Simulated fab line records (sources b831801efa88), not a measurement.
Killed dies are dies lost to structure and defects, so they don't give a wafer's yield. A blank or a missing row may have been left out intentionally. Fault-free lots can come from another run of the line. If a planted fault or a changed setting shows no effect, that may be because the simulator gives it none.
Check for tools in common :: flow gf180mcu :: Sample size 12 lots and 42 wafers

WHY IT WAS OPENED
2 of 12 lots carry a flag on the reading VT_IMPLANT_4_TW at GF_VT_IMPLANT_TW_MEAS_43. No-fault wafers: 692, standard deviation 6.5.
Rule: flag the lot when none of its wafers has a number, or when each of its wafers that has one lies beyond 4 standard deviations from that mean. As for the other lots, they are considered sound.

lot: L409
measured: day 7 12:17
on: film_metro-04
VT_IMPLANT_4_TW, wafer by wafer: 685 688 691
flag: 

lot: L411
measured: day 8 02:01
on: film_metro-04
VT_IMPLANT_4_TW, wafer by wafer: 688 688 686
flag: 

lot: L412
measured: day 8 06:26
on: film_metro-02
VT_IMPLANT_4_TW, wafer by wafer: 694 695 700
flag: 

lot: L414
measured: day 8 23:59
on: film_metro-04
VT_IMPLANT_4_TW, wafer by wafer: 857 860 857 861 862 860
flag: FLAGGED

lot: L415
measured: day 9 03:44
on: film_metro-04
VT_IMPLANT_4_TW, wafer by wafer: 693 692 692
flag: 

lot: L416
measured: day 9 11:31
on: film_metro-02
VT_IMPLANT_4_TW, wafer by wafer: 699 703 701
flag: 

lot: L423
measured: day 11 13:25
on: film_metro-04
VT_IMPLANT_4_TW, wafer by wafer: 864 858 862 856 862 862
flag: FLAGGED

lot: L425
measured: day 12 01:40
on: film_metro-04
VT_IMPLANT_4_TW, wafer by wafer: 692 693 692
flag: 

lot: L426
measured: day 12 07:04
on: film_metro-02
VT_IMPLANT_4_TW, wafer by wafer: 698 695 691
flag: 

lot: L427
measured: day 12 13:46
on: film_metro-03
VT_IMPLANT_4_TW, wafer by wafer: 684 680 680
flag: 

lot: L428
measured: day 12 21:59
on: film_metro-03
VT_IMPLANT_4_TW, wafer by wafer: 686 683 680
flag: 

lot: L431
measured: day 13 16:19
on: film_metro-02
VT_IMPLANT_4_TW, wafer by wafer: 693 696 696
flag: 
Average over the flagged lots: 860; offset from the usual +168, equal to +26 standard deviations.

LOT BY LOT: THE TOOL USED
The record holds 1 process step before the reading, out of a route of 602 steps. In each cell: the tool, then ch and the chambers that the sampled wafers went through, then the start.
lot: L409
flag: 
GF_VT_IMPLANT_IMPLANT_41: implanter-04 ch 0, day 7 12:02

lot: L411
flag: 
GF_VT_IMPLANT_IMPLANT_41: implanter-04 ch 0, day 8 01:46

lot: L412
flag: 
GF_VT_IMPLANT_IMPLANT_41: implanter-02 ch 0, day 8 06:13

lot: L414
flag: FLAGGED
GF_VT_IMPLANT_IMPLANT_41: implanter-04 ch 0, day 8 23:25

lot: L415
flag: 
GF_VT_IMPLANT_IMPLANT_41: implanter-01 ch 0, day 9 03:29

lot: L416
flag: 
GF_VT_IMPLANT_IMPLANT_41: implanter-01 ch 0, day 9 11:16

lot: L423
flag: FLAGGED
GF_VT_IMPLANT_IMPLANT_41: implanter-02 ch 0, day 11 12:50

lot: L425
flag: 
GF_VT_IMPLANT_IMPLANT_41: implanter-01 ch 0, day 12 01:25

lot: L426
flag: 
GF_VT_IMPLANT_IMPLANT_41: implanter-04 ch 0, day 12 06:50

lot: L427
flag: 
GF_VT_IMPLANT_IMPLANT_41: implanter-02 ch 0, day 12 13:32

lot: L428
flag: 
GF_VT_IMPLANT_IMPLANT_41: implanter-04 ch 0, day 12 21:44

lot: L431
flag: 
GF_VT_IMPLANT_IMPLANT_41: implanter-04 ch 0, day 13 16:07
What the steps here do:
- GF_VT_IMPLANT_IMPLANT_41
- GF_VT_IMPLANT_TW_MEAS_43

FLAGGED AGAINST TOTAL, ONE TOOL AT A TIME (gauges that did the reading follow at the end)
step: GF_VT_IMPLANT_IMPLANT_41
tool: implanter-01
lots run: 3
flagged: 0
share of the flagged lots: none
sound lots run after its first flagged lot: -

step: GF_VT_IMPLANT_IMPLANT_41
tool: implanter-02
lots run: 3
flagged: 1
share of the flagged lots: some
sound lots run after its first flagged lot: 1 (L427)

step: GF_VT_IMPLANT_IMPLANT_41
tool: implanter-04
lots run: 6
flagged: 1
share of the flagged lots: some
sound lots run after its first flagged lot: 3 (L426,L428,L431)

step: GF_VT_IMPLANT_TW_MEAS_43
tool: film_metro-02
lots run: 4
flagged: 0
share of the flagged lots: none
sound lots run after its first flagged lot: -

step: GF_VT_IMPLANT_TW_MEAS_43
tool: film_metro-03
lots run: 2
flagged: 0
share of the flagged lots: none
sound lots run after its first flagged lot: -

step: GF_VT_IMPLANT_TW_MEAS_43
tool: film_metro-04
lots run: 6
flagged: 2
share of the flagged lots: all
sound lots run after its first flagged lot: 2 (L415,L425)

THE TABLE: WHAT IT ALLOWS
In the table, 1 row covers all flagged lots: film_metro-04 at GF_VT_IMPLANT_TW_MEAS_43.
- film_metro-04 at GF_VT_IMPLANT_TW_MEAS_43 ran 6 lots, 2 of them flagged. Sound lots ran on it after the first flagged one (L415, L425), which a lasting fault on the whole tool wouldn't allow.
There is no row in the table that ran each flagged lot and no sound lot after the first.

WHAT THE SIMULATOR HAD PUT IN
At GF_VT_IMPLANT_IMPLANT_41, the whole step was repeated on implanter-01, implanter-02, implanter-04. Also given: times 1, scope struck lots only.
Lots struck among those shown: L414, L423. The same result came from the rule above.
